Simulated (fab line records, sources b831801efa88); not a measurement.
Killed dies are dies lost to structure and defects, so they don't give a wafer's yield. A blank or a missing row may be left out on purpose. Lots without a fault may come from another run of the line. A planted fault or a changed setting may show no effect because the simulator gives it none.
Problem report in the 8D (eight disciplines) form, filled by code | flow sky130 | the parts of the form that need people (team, actions taken, sign-off) are left out

1. THE PROBLEM
SD_N_RS at SKY_SD_N_RS_MEAS_16 reads a mean of 60.90 ohm/sq on 6 wafers of 2 lots; wafers without a fault read 68.55 ohm/sq with a standard deviation of 0.12. That is -64 standard deviations from the usual mean.
The step: measures by four-point-probe.
First seen on wafer L224.3, day 34 13:44, on film_metro-02. The record holds 33 wafers of 11 lots with a number at this step. Rule for "out", or "out of limits": more than 4 standard deviations from the usual mean. The other wafers with a number count as sound.

2. WHAT IT IS AND WHAT IT IS NOT
question                    | is                           | is not
which readings at this step | SD_N_RS                      | -
which lots                  | L224, L227                   | L208, L209, L210, L211, L215, L217, L218, L219, L228
which wafers of those lots  | all that have a number       | -
read on which gauges        | film_metro-02, film_metro-03 | film_metro-04
when                        | from day 34 13:44            | up to then (24 sound wafers); but 3 sound wafers of L228 came after

3. SUSPECTS, AND WHAT RULES EACH OUT
Counting: a tool at a process step up to the reading stays a suspect if it ran every lot that is out and no sound lot after the first of them.
- the gauge at SKY_SD_N_RS_MEAS_16: ruled out. The wafers that are out were read on 2 gauges (film_metro-02, film_metro-03).
- rtp_anneal-02 at SKY_SD_N_RTA_14 (time 2 s): kept. It ran every lot that is out, first L224 (day 34 13:32), and no sound lot after that; its last sound lot up to then is L219 (day 32 13:18). Its own readings are out on those wafers: lamp_power_pct, wafer_temp_C_max.
Left after counting: rtp_anneal-02 at SKY_SD_N_RTA_14.

4. THE CAUSE (what the simulator had put in)
Process parameter drift: rtp_anneal-02, from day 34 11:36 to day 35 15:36, at SKY_SD_N_RTA_14. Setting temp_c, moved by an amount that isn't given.
Counting left only this tool.

5. THE CHAIN OF EFFECTS, in route order
Each row: a reading whose mean over the struck wafers that have a number lies more than 3 standard deviations from the usual. Only readings for which the record gives a usual standard deviation are gone through. hours: the time from each lot's start at the first step in this table that gives one to its start at this step, as a median over the lots. sigmas: the change in usual standard deviations.
hours | step                | reading          | usual        | on struck wafers | change | sigmas
0     | SKY_SD_N_RTA_14     | lamp_power_pct   | 15.74 %      | 16.77            | +1.03  | +19
0     | SKY_SD_N_RTA_14     | wafer_temp_C_max | 1078.0       | 1120.3           | +42.3  | +33
0     | SKY_SD_N_RS_MEAS_16 | SD_N_RS          | 68.55 ohm/sq | 60.90            | -7.65  | -64
0     | SKY_SD_N_RS_MEAS_17 | SD_P_RS          | 147.1 ohm/sq | 109.4            | -37.7  | -99 or more
The process steps in it:
- SKY_SD_N_RTA_14: time 2 s.
Later measuring or inspecting steps at which every struck wafer that the step has a row for has a number for every such reading, and none has moved that far: SKY_SD_N_RS_MEAS_18.

6. WHAT WOULD HAVE CAUGHT IT SOONER
In this record the first reading out of limits at a measuring or inspecting step was taken at day 34 13:44, 2 hours after the fault began at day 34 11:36.
The tool's own readings at SKY_SD_N_RTA_14 were out on every struck wafer that the step has a row for (lamp_power_pct, wafer_temp_C_max): an alarm limit on them would have fired on the first of those.
Of the lots that are out (2), L227 began SKY_SD_N_RTA_14 on rtp_anneal-02 after day 34 13:44. A hold on the tool at that time would have spared it.
